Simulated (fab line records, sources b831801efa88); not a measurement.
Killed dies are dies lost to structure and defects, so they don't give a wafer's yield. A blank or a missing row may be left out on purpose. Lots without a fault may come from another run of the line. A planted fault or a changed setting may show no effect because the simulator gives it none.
One fault seen from 2 desks | flow sky130 | each desk has only its own numbers; what lay behind them comes last

THE TOOL OWNER'S DESK: furnace-02
The tool's own readings at SKY_GATE_OXIDE_OXIDATION_16 (stabilise 600 s, purge 300 s, target thk 3.57 nm): means of the sampled wafers that have a number, for each lot that ran on this tool. A lot is out of limits, marked OUT, if its mean lies more than 4 standard deviations from the usual mean; the brackets give that distance.
Columns: A = spike_tc_upper_C at SKY_GATE_OXIDE_OXIDATION_16, usual 800.6 C; B = tube_center_temp_C at SKY_GATE_OXIDE_OXIDATION_16, usual 800 C; C = zone_power_bottom_pct at SKY_GATE_OXIDE_OXIDATION_16, usual 20.1 %
lot  | first seen here | A     | B   | C
L747 | day 14 22:48    | 800.6 | 800 | 19.2
L748 | day 15 08:21    | 801.2 | 800 | 19.2
L751 | day 16 18:43    | 800.7 | 800 | 19.2
L754 | day 17 12:46    | 800.5 | 800 | 19.2
L761 | day 20 00:13    | 801.2 | 800 | 19.2
L762 | day 20 01:45    | 801.0 | 800 | 19.1
L763 | day 20 15:39    | 801.2 | 800 | 19.1
This desk's finding: nothing out of limits on any of the 7 lots.

THE METROLOGY DESK
What the gauges read, lot by lot, whatever tool the lot ran on: means of the sampled wafers that have a number. A lot is out of limits, marked OUT, if its mean lies more than 4 standard deviations from the usual mean; the brackets give that distance.
Columns: A = CONTACT_HDPCVD_THK at SKY_CONTACT_THK_MEAS_03, usual 563 nm
lot  | first seen here | A
L745 | day 31 07:19    | 557
L746 | day 31 08:53    | 555
L747 | day 31 10:13    | 567
L748 | day 31 20:46    | 565
L751 | day 33 08:23    | 568
L753 | day 33 16:23    | 559
L754 | day 34 01:50    | 566
L761 | day 36 01:47    | 548
L762 | day 36 04:33    | 560
L763 | day 36 13:16    | 554
L766 | day 37 19:43    | 566
L767 | day 37 21:29    | 566
This desk's finding: nothing out of limits on any of the 12 lots.

PUT TOGETHER
The tool owner's desk saw nothing out of limits.
The metrology desk saw nothing out of limits.

WHAT THE SIMULATOR HAD PUT IN
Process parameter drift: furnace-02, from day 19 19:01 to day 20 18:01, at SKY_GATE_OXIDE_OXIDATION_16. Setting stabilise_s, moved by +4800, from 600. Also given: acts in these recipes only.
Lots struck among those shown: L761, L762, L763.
